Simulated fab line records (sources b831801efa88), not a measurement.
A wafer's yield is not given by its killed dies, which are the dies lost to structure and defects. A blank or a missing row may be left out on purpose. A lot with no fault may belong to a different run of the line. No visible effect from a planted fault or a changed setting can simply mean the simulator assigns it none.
fab line records	flow sky130
record lots=24	wafers=72	lastDay=50
route steps=708 shown LOCAL_INTERCONNECT@387 METAL2@483 VIA2@523 CAPM@550 CAP2M@603 METAL4@632
lots with no fault: from the same line, run without faults
startH: hours from the record's opening day to when the first of the lot's shown wafers began	waitH: hours elapsed since this lot's preceding step	" unchanged from the row above	L1.1+2: a row that stands for several wafers	- no value, or no start given	* or withheld: withheld	< > ~ a bound
route shown NAME@n: NAME is a module with steps in the file, n the number in the route of the first one	usual: mean/standard deviation taken from wafers without a fault	same: alike in all rows	chamber/n: place in a boat	sites: readings site by site	_std_site: the values' standard deviation	_edge_site: mean of outer sites minus mean of inner sites	radiusMm: for every site, how far away it sits from the centre of the wafer	mask NAME#n: copy n	behind: the tool/chamber that last shaped the wafer	hold: reason for holding the lot/hours on hold/outcome of the hold	device: whichever transistor did not switch (one of n, p or np)	end of line: the same wafers' tests at the end of the route	a step without rows: its recipe alone	killed: dies lost to structure and defects at the first sort, not the wafer's yield	map: shows each die of a wafer: x if killed, . if not, _ if none is there
set.NAME: the run value of the setting; set.NAME@STEP: its run value at that earlier step	model.NAME: the simulator's own value behind a step, which no gauge read
the route's steps for a sample of lots (tables are steps, rows are wafers)
services: from which hour (startH, from the record's first day; less than 0 if before it) a tool's chamber was out of use, for how many hours, and why
## steps
# step SKY_LOCAL_INTERCONNECT_SPUTTER_00
# recipe material=TiN	targetThkNm=100	tempC=300	powerW=6500	timeS=83.3	chamberPressurePa=0.4
# usual throttleValvePct=29.6/0.67
lot.wafer	tool	chamber	startH	waitH	throttleValvePct
L074.1	pvdSputter-01	-	672.90	0.1	30.6
L074.2	"	-	"	"	29.7
L074.5	"	-	"	"	29.8
L075.1	pvdSputter-01	-	675.82	0.2	29.7
L075.4	"	-	"	"	30.5
L075.5	"	-	"	"	30.2
L076.1	pvdSputter-01	-	695.67	0.1	30.5
L076.3	"	-	"	"	31.1
L076.5	"	-	"	"	30.4
L077.1	pvdSputter-02	-	709.15	0.2	29.3
L077.4	"	-	"	"	28.7
L077.5	"	-	"	"	29.2
L079.2	pvdSputter-02	-	724.77	0.2	29.3
L079.4	"	-	"	"	29.3
L079.5	"	-	"	"	29.1
L078.3	pvdSputter-02	-	726.33	0.2	29.4
L078.4	"	-	"	"	29.3
L078.6	"	-	"	"	29.0
L080.1	pvdSputter-02	-	735.22	0.1	29.3
L080.4	"	-	"	"	29.0
L080.5	"	-	"	"	28.9
L081.3	pvdSputter-02	-	742.86	0.1	28.6
L081.5	"	-	"	"	28.6
L081.6	"	-	"	"	29.3
L082.1	pvdSputter-03	-	743.52	0.2	30.0
L082.3	"	-	"	"	29.9
L082.5	"	-	"	"	30.5
L083.1	pvdSputter-03	-	744.99	0.1	30.4
L083.5	"	-	"	"	30.2
L083.6	"	-	"	"	30.4
L084.1	pvdSputter-03	-	758.32	0.1	30.8
L084.3	"	-	"	"	29.1
L084.5	"	-	"	"	29.8
L085.1	pvdSputter-03	-	768.56	0.2	30.5
L085.3	"	-	"	"	29.9
L085.4	"	-	"	"	29.0
L086.1	pvdSputter-02	-	774.11	0.1	28.9
L086.2	"	-	"	"	28.8
L086.6	"	-	"	"	28.9
L087.1	pvdSputter-03	-	790.54	0.2	29.1
L087.2	"	-	"	"	30.5
L087.4	"	-	"	"	30.0
L088.2	pvdSputter-02	-	791.80	0.1	28.8
L088.3	"	-	"	"	29.2
L088.6	"	-	"	"	29.4
L089.3	pvdSputter-02	-	798.68	0.1	29.3
L089.4	"	-	"	"	29.1
L089.5	"	-	"	"	29.1
L090.2	pvdSputter-03	-	808.92	0.1	30.1
L090.3	"	-	"	"	30.4
L090.4	"	-	"	"	30.0
L092.2	pvdSputter-02	-	828.12	0.2	29.0
L092.5	"	-	"	"	28.6
L092.6	"	-	"	"	29.3
L091.2	pvdSputter-02	-	831.67	0.2	28.7
L091.4	"	-	"	"	29.1
L091.5	"	-	"	"	29.3
L093.2	pvdSputter-01	-	833.44	0.2	31.0
L093.3	"	-	"	"	29.8
L093.5	"	-	"	"	29.8
L094.2	pvdSputter-02	-	835.05	0.1	28.6
L094.3	"	-	"	"	29.1
L094.5	"	-	"	"	29.1
L095.1	pvdSputter-02	-	845.20	0.1	28.9
L095.2	"	-	"	"	29.2
L095.3	"	-	"	"	29.1
L096.1	pvdSputter-03	-	848.50	0.2	29.2
L096.3	"	-	"	"	30.6
L096.6	"	-	"	"	30.7
L097.1	pvdSputter-03	-	853.43	0.2	30.6
L097.2	"	-	"	"	29.3
L097.4	"	-	"	"	30.8
# step SKY_METAL2_SPUTTER_00
# recipe material=Ti	targetThkNm=15	powerW=3000	timeS=10	chamberPressurePa=0.4
# usual throttleValvePct=29.6/0.68
lot.wafer	tool	chamber	startH	waitH	throttleValvePct
L074.1	pvdSputter-02	-	790.17	0.2	29.3
L074.2	"	-	"	"	28.9
L074.5	"	-	"	"	29.1
L075.1	pvdSputter-02	-	792.87	0.1	28.9
L075.4	"	-	"	"	29.1
L075.5	"	-	"	"	28.8
L076.1	pvdSputter-02	-	811.15	0.2	29.0
L076.3	"	-	"	"	29.2
L076.5	"	-	"	"	29.2
L077.1	pvdSputter-02	-	824.41	0.1	29.2
L077.4	"	-	"	"	28.8
L077.5	"	-	"	"	29.1
L079.2	pvdSputter-01	-	838.41	0.2	31.0
L079.4	"	-	"	"	30.5
L079.5	"	-	"	"	29.9
L078.3	pvdSputter-01	-	840.66	0.2	29.8
L078.4	"	-	"	"	31.2
L078.6	"	-	"	"	30.0
L080.1	pvdSputter-01	-	850.06	0.2	29.9
L080.4	"	-	"	"	30.0
L080.5	"	-	"	"	30.4
L081.3	pvdSputter-02	-	857.62	0.1	29.2
L081.5	"	-	"	"	29.2
L081.6	"	-	"	"	28.8
L082.1	pvdSputter-01	-	857.97	0.1	29.9
L082.3	"	-	"	"	29.5
L082.5	"	-	"	"	29.9
L083.1	pvdSputter-02	-	858.27	0.1	29.0
L083.5	"	-	"	"	29.3
L083.6	"	-	"	"	28.7
L084.1	pvdSputter-03	-	871.57	0.1	30.9
L084.3	"	-	"	"	29.9
L084.5	"	-	"	"	30.5
L085.1	pvdSputter-03	-	881.27	0.2	30.3
L085.3	"	-	"	"	29.4
L085.4	"	-	"	"	29.7
L086.1	pvdSputter-02	-	885.16	0.2	29.4
L086.2	"	-	"	"	28.9
L086.6	"	-	"	"	29.0
L087.1	pvdSputter-01	-	901.19	0.2	29.9
L087.2	"	-	"	"	29.6
L087.4	"	-	"	"	30.5
L088.2	pvdSputter-01	-	902.91	0.2	29.7
L088.3	"	-	"	"	29.7
L088.6	"	-	"	"	30.9
L089.3	pvdSputter-02	-	909.13	0.3	29.2
L089.4	"	-	"	"	29.0
L089.5	"	-	"	"	28.8
L090.2	pvdSputter-02	-	918.65	0.1	29.2
L090.3	"	-	"	"	28.9
L090.4	"	-	"	"	29.1
L092.2	pvdSputter-03	-	936.45	0.2	30.0
L092.5	"	-	"	"	29.0
L092.6	"	-	"	"	30.9
L091.2	pvdSputter-02	-	941.91	0.1	28.9
L091.4	"	-	"	"	29.3
L091.5	"	-	"	"	29.3
L093.2	pvdSputter-01	-	942.26	0.2	30.5
L093.3	"	-	"	"	31.1
L093.5	"	-	"	"	30.5
L094.2	pvdSputter-03	-	943.41	0.2	30.4
L094.3	"	-	"	"	29.9
L094.5	"	-	"	"	30.4
L095.1	pvdSputter-03	-	953.24	0.1	29.7
L095.2	"	-	"	"	30.7
L095.3	"	-	"	"	29.4
L096.1	pvdSputter-03	-	956.87	0.1	30.5
L096.3	"	-	"	"	30.3
L096.6	"	-	"	"	30.5
L097.1	pvdSputter-02	-	960.64	0.2	29.1
L097.2	"	-	"	"	29.2
L097.4	"	-	"	"	29.4
# step SKY_VIA2_STRIP_16
# recipe chemistry=O2/N2	powerW=1400	pressureMtorr=1500	platenTempC=withheld	o2FlowSccm=3000	n2FlowSccm=300	overashFraction=0.5
# usual chamberPressureMTorr=1500.0/1.4	drypumpMotorCurrentA=5.6/0.43	n2FlowSccm=300.1/0.92	oesProductAu=0.398/0.0044	stripTimeToEndpointS=4.04/0.032
lot.wafer	tool	chamber	startH	waitH	chamberPressureMTorr	drypumpMotorCurrentA	n2FlowSccm	oesProductAu	rfHoursCounterH	stripTimeToEndpointS
L074.1	plasmaAsher-04	0	845.30	0.0	1498.7	5.1	299.8	0.396	10	4.00
L074.2	"	1	"	"	1501.2	5.7	300.4	0.399	10	4.03
L074.5	"	0	"	"	1501.4	5.1	299.1	0.403	-	3.98
L075.1	plasmaAsher-02	0	848.01	0.0	1498.2	5.7	300.6	0.401	103	4.07
L075.4	"	0	"	"	1501.2	5.7	301.3	0.399	-	4.07
L075.5	"	0	"	"	1500.2	5.7	299.5	0.399	-	4.07
L076.1	plasmaAsher-04	0	864.60	0.0	1501.4	5.1	300.6	0.394	12	4.00
L076.3	"	1	"	"	1500.9	5.7	298.2	0.407	-	4.05
L076.5	"	0	"	"	1501.3	5.1	300.2	0.397	-	4.03
L077.1	plasmaAsher-04	0	877.85	0.0	1497.8	5.1	300.8	0.400	13	4.00
L077.4	"	0	"	"	1498.6	5.1	301.5	0.397	-	3.99
L077.5	"	1	"	"	1500.0	5.7	301.3	0.399	-	3.98
L079.2	plasmaAsher-03	0	892.05	0.0	1500.7	6.5	299.5	0.397	47	4.09
L079.4	"	0	"	"	1499.4	6.5	297.9	0.400	-	4.00
L079.5	"	0	"	"	1500.3	6.5	299.1	0.398	-	4.02
L078.3	plasmaAsher-02	0	894.23	0.1	1499.7	5.7	299.9	0.407	-	4.10
L078.4	"	1	"	"	1501.7	5.5	299.5	0.399	-	4.04
L078.6	"	1	"	"	1498.1	5.5	299.2	0.398	-	4.02
L080.1	plasmaAsher-02	1	903.92	0.0	1500.9	5.5	300.0	0.400	109	4.06
L080.4	"	0	"	"	1499.1	5.7	299.6	0.401	-	4.03
L080.5	"	1	"	"	1500.2	5.5	300.6	0.398	-	4.04
L081.3	plasmaAsher-04	0	909.98	0.1	1501.0	5.2	299.4	0.398	-	4.03
L081.5	"	1	"	"	1502.7	5.7	300.9	0.402	-	4.02
L081.6	"	0	"	"	1498.4	5.1	300.3	0.396	-	4.05
L082.1	plasmaAsher-03	0	912.01	0.0	1500.2	6.5	299.9	0.405	49	4.07
L082.3	"	0	"	"	1498.7	6.5	299.6	0.397	-	4.01
L082.5	"	0	"	"	1501.0	6.5	299.9	0.395	-	4.00
L083.1	plasmaAsher-02	0	912.10	0.0	1500.2	5.7	298.4	0.399	110	4.03
L083.5	"	0	"	"	1497.2	5.7	302.0	0.394	-	4.02
L083.6	"	1	"	"	1500.1	5.4	301.5	0.409	-	4.06
L084.1	plasmaAsher-02	1	924.50	0.0	1499.8	5.5	301.3	0.401	111	4.03
L084.3	"	0	"	"	1499.8	5.7	299.2	0.397	-	4.01
L084.5	"	1	"	"	1499.7	5.5	300.1	0.397	-	4.07
L085.1	plasmaAsher-04	0	933.65	0.0	1499.8	5.1	301.3	0.403	19	4.07
L085.3	"	1	"	"	1500.9	5.7	299.4	0.394	-	4.01
L085.4	"	0	"	"	1498.9	5.1	301.1	0.403	-	4.02
L086.1	plasmaAsher-02	1	937.67	0.0	1498.9	5.5	301.1	0.398	113	4.01
L086.2	"	0	"	"	1499.4	5.7	301.3	0.400	113	4.00
L086.6	"	0	"	"	1499.8	5.7	300.9	0.393	-	4.03
L087.1	plasmaAsher-04	0	952.95	0.0	1499.1	5.1	300.9	0.396	21	4.08
L087.2	"	1	"	"	1498.3	5.8	297.8	0.394	21	4.05
L087.4	"	0	"	"	1499.7	5.1	299.6	0.391	-	4.00
L088.2	plasmaAsher-02	1	954.40	0.0	1500.0	5.4	299.7	0.399	114	4.04
L088.3	"	0	"	"	1498.7	5.7	299.8	0.404	-	4.04
L088.6	"	0	"	"	1501.2	5.7	299.3	0.399	-	4.12
L089.3	plasmaAsher-03	1	961.23	0.1	1500.2	5.0	300.7	0.401	-	4.07
L089.4	"	0	"	"	1498.5	6.5	299.9	0.396	-	4.10
L089.5	"	1	"	"	1499.9	5.0	300.3	0.401	-	4.03
L090.2	plasmaAsher-03	0	969.60	0.0	1498.2	6.5	298.9	0.394	55	4.08
L090.3	"	1	"	"	1498.2	5.0	299.3	0.402	-	4.05
L090.4	"	0	"	"	1499.0	6.5	299.3	0.394	-	4.03
L092.2	plasmaAsher-03	0	986.52	0.0	1498.5	6.5	300.7	0.398	56	4.07
L092.5	"	1	"	"	1502.0	5.0	300.0	0.394	-	4.00
L092.6	"	0	"	"	1498.6	6.5	299.8	0.396	-	4.01
L091.2	plasmaAsher-02	0	992.00	0.0	1500.1	5.7	301.5	0.401	118	3.98
L091.4	"	0	"	"	1502.0	5.7	299.8	0.402	-	4.03
L091.5	"	0	"	"	1500.8	5.7	300.5	0.406	-	4.06
L093.2	plasmaAsher-04	0	992.52	0.0	1498.6	5.1	300.0	0.394	25	4.06
L093.3	"	1	"	"	1500.7	5.7	301.9	0.406	-	4.09
L093.5	"	0	"	"	1501.8	5.1	299.6	0.395	-	4.06
L094.2	plasmaAsher-02	0	993.15	0.0	1502.0	5.7	301.0	0.405	118	4.08
L094.3	"	0	"	"	1499.2	5.7	299.2	0.398	-	4.08
L094.5	"	0	"	"	1499.1	5.7	299.9	0.398	-	4.10
L095.1	plasmaAsher-03	1	1002.62	0.0	1498.9	5.0	299.9	0.396	58	3.99
L095.2	"	0	"	"	1501.4	6.5	298.3	0.398	58	4.07
L095.3	"	0	"	"	1500.6	6.5	299.7	0.391	-	4.03
L096.1	plasmaAsher-02	0	1005.22	0.0	1501.5	5.7	300.2	0.385	119	4.03
L096.3	"	1	"	"	1500.4	5.5	300.7	0.404	-	4.07
L096.6	"	0	"	"	1500.9	5.7	299.7	0.400	-	4.06
L097.1	plasmaAsher-02	1	1009.70	0.0	1500.2	5.4	299.7	0.402	120	4.01
L097.2	"	0	"	"	1500.7	5.7	301.3	0.393	120	4.04
L097.4	"	1	"	"	1497.9	5.4	299.2	0.406	-	4.10
# step SKY_CAPM_METAL_ETCH_13
# recipe targetDepthNm=220	stopOn=SiO2	chemistry=Cl2/BCl3	target=TiN	pressureMtorr=10	icpW=900	biasW=48.5	Cl2_flow_sccm=60	bcl3FlowSccm=30	timeS=62.9
# usual chamberPressureMTorr=10.001/0.0082	drypumpMotorCurrentA=5.6/0.48	oesProductAu=0.944/0.0075	throttleValvePct=21.900/0.0096
lot.wafer	tool	chamber	startH	waitH	chamberPressureMTorr	drypumpMotorCurrentA	oesProductAu	rfHoursCounterH	throttleValvePct
L074.1	rieMetal-04	1	872.60	0.0	10.011	5.9	0.958	3	21.895
L074.2	"	0	"	"	9.999	5.0	0.940	3	21.898
L074.5	"	0	"	"	10.010	5.0	0.947	-	21.892
L075.1	rieMetal-04	1	875.87	0.0	10.008	5.8	0.940	4	21.891
L075.4	"	0	"	"	9.996	5.0	0.957	-	21.888
L075.5	"	1	"	"	9.995	5.9	0.952	-	21.886
L076.1	rieMetal-04	0	891.80	0.0	9.997	5.0	0.951	3	21.902
L076.3	"	1	"	"	10.006	5.8	0.949	-	21.898
L076.5	"	0	"	"	10.015	5.0	0.955	-	21.902
L077.1	rieMetal-03	0	905.33	0.0	10.009	5.5	0.946	2	21.903
L077.4	"	0	"	"	9.997	5.5	0.956	-	21.886
L077.5	"	0	"	"	10.005	5.5	0.952	-	21.894
L079.2	rieMetal-01	0	918.77	0.0	9.997	5.3	0.944	-	21.904
L079.4	"	0	"	"	10.000	5.3	0.936	-	21.911
L079.5	"	0	"	"	9.998	5.3	0.935	-	21.915
L078.3	rieMetal-03	0	920.75	0.0	10.001	5.6	0.934	-	21.893
L078.4	"	1	"	"	10.006	6.4	0.935	-	21.902
L078.6	"	0	"	"	10.012	5.6	0.931	-	21.893
L080.1	rieMetal-04	0	930.47	0.0	9.980	5.0	0.947	5	21.899
L080.4	"	0	"	"	10.006	5.0	0.943	-	21.900
L080.5	"	1	"	"	10.002	5.9	0.951	-	21.895
L081.3	rieMetal-04	1	937.10	0.0	10.013	5.9	0.950	-	21.906
L081.5	"	1	"	"	10.011	5.8	0.934	-	21.905
L081.6	"	0	"	"	10.007	5.0	0.943	-	21.886
L082.1	rieMetal-01	0	937.97	0.0	10.001	5.3	0.950	8	21.899
L082.3	"	1	"	"	9.999	5.8	0.940	-	21.928
L082.5	"	1	"	"	10.015	5.8	0.938	-	21.886
L083.1	rieMetal-03	1	938.27	0.0	10.009	6.5	0.940	5	21.901
L083.5	"	1	"	"	9.985	6.5	0.940	-	21.894
L083.6	"	0	"	"	10.000	5.5	0.945	-	21.885
L084.1	rieMetal-03	1	950.28	0.0	9.993	6.5	0.943	6	21.897
L084.3	"	1	"	"	9.990	6.4	0.948	-	21.901
L084.5	"	1	"	"	10.001	6.4	0.945	-	21.899
L085.1	rieMetal-04	1	959.30	0.0	10.010	5.9	0.940	7	21.893
L085.3	"	1	"	"	9.992	5.9	0.952	-	21.897
L085.4	"	0	"	"	10.002	5.0	0.945	-	21.892
L086.1	rieMetal-01	0	963.82	0.0	9.998	5.4	0.931	10	21.894
L086.2	"	1	"	"	9.997	5.8	0.944	13	21.901
L086.6	"	1	"	"	9.991	5.8	0.937	-	21.915
L087.1	rieMetal-01	0	978.77	0.0	10.002	5.3	0.946	10	21.898
L087.2	"	0	"	"	9.999	5.3	0.945	-	21.896
L087.4	"	0	"	"	9.999	5.3	0.943	-	21.886
L088.2	rieMetal-03	0	980.02	0.0	9.993	5.6	0.946	5	21.893
L088.3	"	1	"	"	10.007	6.5	0.953	-	21.893
L088.6	"	0	"	"	9.988	5.6	0.942	-	21.908
L089.3	rieMetal-01	0	986.65	0.1	9.986	5.3	0.958	-	21.896
L089.4	"	0	"	"	9.995	5.3	0.942	-	21.886
L089.5	"	0	"	"	9.997	5.3	0.952	-	21.887
L090.2	rieMetal-04	0	995.40	0.0	10.008	5.0	0.944	8	21.911
L090.3	"	0	"	"	10.000	5.0	0.928	-	21.890
L090.4	"	1	"	"	9.996	5.8	0.940	-	21.915
L092.2	rieMetal-01	0	1011.08	0.0	10.004	5.4	0.940	13	21.893
L092.5	"	0	"	"	10.015	5.4	0.945	-	21.902
L092.6	"	1	"	"	9.993	5.9	0.945	-	21.898
L091.2	rieMetal-01	0	1016.70	0.0	10.012	5.3	0.942	13	21.895
L091.4	"	0	"	"	9.991	5.3	0.956	-	21.889
L091.5	"	1	"	"	10.008	5.8	0.935	-	21.910
L093.2	rieMetal-03	1	1017.27	0.0	10.000	6.5	0.936	11	21.912
L093.3	"	0	"	"	9.999	5.5	0.938	-	21.905
L093.5	"	0	"	"	10.009	5.5	0.931	-	21.903
L094.2	rieMetal-04	0	1017.57	0.0	9.993	5.0	0.945	9	21.899
L094.3	"	1	"	"	9.992	5.9	0.950	-	21.899
L094.5	"	1	"	"	10.014	5.8	0.937	-	21.914
L095.1	rieMetal-04	1	1027.23	0.0	9.998	5.8	0.947	11	21.894
L095.2	"	0	"	"	10.004	5.0	0.959	10	21.905
L095.3	"	0	"	"	9.996	4.9	0.954	-	21.895
L096.1	rieMetal-04	1	1030.20	0.0	9.991	5.8	0.943	11	21.896
L096.3	"	0	"	"	10.006	5.0	0.938	-	21.899
L096.6	"	1	"	"	10.011	5.8	0.943	-	21.905
L097.1	rieMetal-04	0	1034.23	0.0	9.988	5.0	0.938	10	21.872
L097.2	"	1	"	"	10.001	5.9	0.940	11	21.886
L097.4	"	0	"	"	9.997	5.0	0.941	-	21.914
# step SKY_CAP2M_CVD_00
# recipe material=SiO2	targetThkNm=15.5	tempC=400	timeS=withheld	rfW=450
# usual heaterPowerW=730/80
lot.wafer	tool	chamber	startH	waitH	heaterPowerW
L074.1	pecvd-03	1	927.15	0.0	709
L074.2	"	0	"	"	573
L074.5	"	1	"	"	705
L075.1	pecvd-04	2	930.78	0.0	756
L075.4	"	0	"	"	747
L075.5	"	2	"	"	744
L076.1	pecvd-04	1	945.50	0.0	755
L076.3	"	1	"	"	767
L076.5	"	1	"	"	786
L077.1	pecvd-02	1	958.78	0.0	564
L077.4	"	0	"	"	741
L077.5	"	1	"	"	571
L079.2	pecvd-02	2	972.51	0.0	729
L079.4	"	0	"	"	742
L079.5	"	1	"	"	653
L078.3	pecvd-03	2	974.00	0.0	737
L078.4	"	0	"	"	577
L078.6	"	2	"	"	728
L080.1	pecvd-04	0	983.31	0.0	810
L080.4	"	0	"	"	814
L080.5	"	2	"	"	826
L081.3	pecvd-03	1	991.88	0.0	821
L081.5	"	0	"	"	565
L081.6	"	1	"	"	827
L082.1	pecvd-02	1	992.18	0.0	690
L082.3	"	2	"	"	754
L082.5	"	2	"	"	750
L083.1	pecvd-04	0	993.13	0.0	727
L083.5	"	0	"	"	716
L083.6	"	1	"	"	745
L084.1	pecvd-04	0	1001.86	0.0	772
L084.3	"	1	"	"	735
L084.5	"	1	"	"	741
L085.1	pecvd-04	1	1010.36	0.0	706
L085.3	"	2	"	"	783
L085.4	"	1	"	"	696
L086.1	pecvd-03	0	1016.26	0.0	562
L086.2	"	2	"	"	743
L086.6	"	0	"	"	559
L087.1	pecvd-04	1	1028.39	0.0	687
L087.2	"	0	"	"	776
L087.4	"	2	"	"	823
L088.2	pecvd-03	1	1029.18	0.0	798
L088.3	"	2	"	"	775
L088.6	"	0	"	"	545
L089.3	pecvd-04	1	1036.49	0.0	718
L089.4	"	2	"	"	714
L089.5	"	1	"	"	715
L090.2	pecvd-02	1	1044.63	0.0	608
L090.3	"	2	"	"	720
L090.4	"	1	"	"	597
L092.2	pecvd-03	2	1059.77	0.0	787
L092.5	"	0	"	"	584
L092.6	"	2	"	"	765
L091.2	pecvd-02	1	1064.94	0.0	586
L091.4	"	1	"	"	563
L091.5	"	0	"	"	783
L093.2	pecvd-04	2	1066.48	0.0	822
L093.3	"	1	"	"	731
L093.5	"	0	"	"	726
L094.2	pecvd-03	1	1066.86	0.0	857
L094.3	"	2	"	"	748
L094.5	"	0	"	"	647
L095.1	pecvd-04	0	1075.38	0.0	839
L095.2	"	1	"	"	700
L095.3	"	2	"	"	837
L096.1	pecvd-03	0	1077.83	0.0	596
L096.3	"	2	"	"	666
L096.6	"	0	"	"	596
L097.1	pecvd-04	1	1081.25	0.0	754
L097.2	"	0	"	"	811
L097.4	"	0	"	"	802
# step SKY_METAL4_ETCH_16
# recipe chemistry=N2/H2	target=BARC	ionEnergyEv=200	biasW=100	pressureMtorr=30	n2FlowSccm=100	h2FlowSccm=200	icpW=500	stopOn=SiO2	timeS=88.2	targetDepthA=600
# usual chamberPressureMTorr=29.998/0.027	drypumpMotorCurrentA=5.6/0.48	h2FlowSccm=200.0/0.61	n2FlowSccm=100.00/0.28	oesProductAu=0.626/0.0043	throttleValvePct=13.204/0.0087
lot.wafer	tool	chamber	startH	waitH	chamberPressureMTorr	drypumpMotorCurrentA	h2FlowSccm	n2FlowSccm	oesProductAu	rfHoursCounterH	throttleValvePct
L074.1	rieMetal-01	0	977.53	0.0	30.013	5.3	200.8	99.77	0.629	10	13.207
L074.2	"	1	"	"	30.042	5.8	198.5	99.70	0.626	13	13.203
L074.5	"	1	"	"	29.997	5.8	198.8	99.96	0.628	-	13.219
L075.1	rieMetal-02	1	980.53	0.0	30.006	5.0	200.2	99.56	0.626	16	13.225
L075.4	"	0	"	"	30.007	5.3	199.9	99.83	0.628	-	13.191
L075.5	"	0	"	"	30.007	5.3	199.0	99.81	0.623	-	13.189
L076.1	rieMetal-03	1	993.78	0.0	29.973	6.5	200.6	100.04	0.624	9	13.208
L076.3	"	1	"	"	29.991	6.5	199.9	100.21	0.624	-	13.202
L076.5	"	0	"	"	29.984	5.6	200.6	100.29	0.629	-	13.206
L077.1	rieMetal-03	1	1007.34	0.0	30.006	6.5	199.3	99.91	0.631	10	13.208
L077.4	"	1	"	"	29.975	6.5	200.2	99.73	0.627	-	13.196
L077.5	"	1	"	"	29.976	6.5	199.6	99.56	0.631	-	13.213
L079.2	rieMetal-01	0	1020.00	0.0	29.953	5.4	200.1	99.59	0.632	13	13.192
L079.4	"	0	"	"	29.989	5.4	200.9	100.21	0.624	-	13.212
L079.5	"	1	"	"	30.002	5.8	199.9	100.37	0.620	-	13.217
L078.3	rieMetal-03	1	1021.33	0.0	30.027	6.5	199.8	100.12	0.621	-	13.203
L078.4	"	0	"	"	29.946	5.6	198.6	100.13	0.625	-	13.209
L078.6	"	1	"	"	30.000	6.5	200.1	100.01	0.621	-	13.208
L080.1	rieMetal-02	1	1030.58	0.0	30.032	5.0	199.4	99.77	0.625	19	13.206
L080.4	"	1	"	"	29.972	5.1	199.9	99.81	0.626	-	13.209
L080.5	"	0	"	"	30.016	5.3	200.7	99.62	0.624	-	13.195
L081.3	rieMetal-03	0	1036.97	0.0	29.975	5.6	199.7	100.29	0.627	-	13.224
L081.5	"	0	"	"	29.995	5.6	199.3	99.73	0.630	-	13.211
L081.6	"	1	"	"	30.026	6.5	199.9	100.05	0.629	-	13.201
L082.1	rieMetal-01	0	1038.24	0.0	30.057	5.3	200.3	100.55	0.626	14	13.197
L082.3	"	0	"	"	29.948	5.4	199.3	99.94	0.623	-	13.197
L082.5	"	1	"	"	29.989	5.8	200.4	99.94	0.626	-	13.202
L083.1	rieMetal-02	0	1039.23	0.0	30.004	5.3	200.7	99.87	0.627	8	13.185
L083.5	"	1	"	"	29.940	5.1	199.8	99.77	0.631	-	13.205
L083.6	"	0	"	"	30.019	5.3	200.6	99.57	0.622	-	13.210
L084.1	rieMetal-03	0	1046.99	0.0	29.984	5.5	199.5	100.04	0.625	9	13.200
L084.3	"	0	"	"	29.996	5.5	200.0	100.24	0.627	-	13.214
L084.5	"	1	"	"	30.017	6.5	199.8	100.27	0.623	-	13.208
L085.1	rieMetal-02	0	1055.30	0.0	29.963	5.3	200.1	100.11	0.625	10	13.190
L085.3	"	0	"	"	30.025	5.3	200.0	99.64	0.628	-	13.196
L085.4	"	1	"	"	29.964	5.1	199.6	100.13	0.625	-	13.198
L086.1	rieMetal-02	0	1061.44	0.0	29.992	5.3	199.8	100.34	0.626	10	13.221
L086.2	"	1	"	"	29.967	5.1	199.7	100.19	0.626	21	13.205
L086.6	"	1	"	"	30.000	5.1	200.4	99.49	0.621	-	13.204
L087.1	rieMetal-02	0	1072.19	0.0	30.027	5.3	199.8	99.81	0.629	11	13.204
L087.2	"	1	"	"	29.983	5.1	200.4	100.12	0.626	22	13.200
L087.4	"	1	"	"	30.004	5.1	199.9	99.87	0.625	-	13.208
L088.2	rieMetal-01	1	1074.03	0.0	30.008	5.9	200.0	100.22	0.634	18	13.198
L088.3	"	1	"	"	30.016	5.9	200.8	100.83	0.626	-	13.218
L088.6	"	0	"	"	30.039	5.3	200.1	100.43	0.629	-	13.195
L089.3	rieMetal-03	0	1081.51	0.0	29.990	5.6	201.3	99.95	0.623	-	13.210
L089.4	"	1	"	"	30.011	6.5	200.0	99.46	0.628	-	13.210
L089.5	"	0	"	"	29.981	5.6	200.7	100.76	0.627	-	13.193
L090.2	rieMetal-03	0	1088.45	0.0	30.015	5.6	199.6	100.18	0.620	12	13.200
L090.3	"	0	"	"	29.979	5.6	199.2	99.96	0.618	-	13.200
L090.4	"	1	"	"	29.982	6.5	200.5	99.80	0.628	-	13.193
L092.2	rieMetal-03	0	1101.89	0.0	29.999	5.6	198.7	99.83	0.631	13	13.197
L092.5	"	0	"	"	29.978	5.6	199.2	100.13	0.630	-	13.206
L092.6	"	1	"	"	30.013	6.5	201.0	100.29	0.617	-	13.216
L091.2	rieMetal-03	0	1106.09	0.0	30.024	5.6	199.2	99.98	0.623	13	13.195
L091.4	"	0	"	"	30.023	5.6	199.7	100.20	0.621	-	13.216
L091.5	"	1	"	"	29.996	6.5	200.3	99.78	0.618	-	13.198
L093.2	rieMetal-01	1	1108.53	0.0	29.996	5.9	201.1	99.64	0.632	21	13.204
L093.3	"	1	"	"	30.010	5.9	200.4	99.80	0.620	-	13.207
L093.5	"	0	"	"	29.958	5.4	200.0	99.80	0.630	-	13.202
L094.2	rieMetal-02	1	1109.23	0.0	30.023	5.0	199.6	99.60	0.626	24	13.200
L094.3	"	1	"	"	29.996	5.0	199.3	100.09	0.628	-	13.200
L094.5	"	1	"	"	29.985	5.0	199.8	99.90	0.620	-	13.214
L095.1	rieMetal-02	1	1115.75	0.0	29.960	5.1	199.5	100.12	0.622	25	13.208
L095.2	"	0	"	"	29.962	5.3	200.6	100.27	0.618	14	13.207
L095.3	"	0	"	"	30.020	5.3	200.6	100.03	0.625	-	13.207
L096.1	rieMetal-01	1	1120.08	0.0	29.995	5.8	199.7	100.20	0.625	22	13.200
L096.3	"	1	"	"	29.992	5.8	200.1	100.70	0.628	-	13.220
L096.6	"	0	"	"	29.995	5.4	198.5	99.71	0.618	-	13.202
L097.1	rieMetal-02	0	1122.84	0.0	30.034	5.3	200.4	99.71	0.617	15	13.200
L097.2	"	1	"	"	29.975	5.1	200.8	99.98	0.627	26	13.205
L097.4	"	1	"	"	29.988	5.1	200.4	100.17	0.627	-	13.199
## services
tool	chamber	startH	hours	kind
pecvd-04	-	662.82	0.6	repair
pvdSputter-02	-	664.77	8.3	repair
rieMetal-03	-	666.33	28.1	pm
pvdSputter-02	-	674.86	0.5	repair
pecvd-04	-	674.99	0.9	repair
pvdSputter-03	-	697.02	0.5	repair
rieMetal-01	-	697.05	2.5	repair
pvdSputter-01	-	718.27	99.2	repair
plasmaAsher-02	-	757.50	0.7	repair
plasmaAsher-02	-	804.33	2.8	pm
pvdSputter-02	-	808.58	2.4	repair
rieMetal-01	-	829.91	14.6	pm
pvdSputter-02	-	847.72	1.0	repair
rieMetal-01	1	854.97	1.0	repair
pvdSputter-03	-	902.39	0.8	repair
pvdSputter-03	-	904.13	4.3	repair
rieMetal-01	1	909.09	22.4	repair
pvdSputter-03	-	915.63	1.9	repair
rieMetal-03	0	945.59	14.8	repair
rieMetal-01	1	977.83	9.0	repair
pvdSputter-03	-	991.09	14.2	repair
pvdSputter-02	-	995.21	2.4	repair
pvdSputter-02	-	1046.65	12.6	repair
rieMetal-03	-	1050.13	0.5	repair
## key
fault none
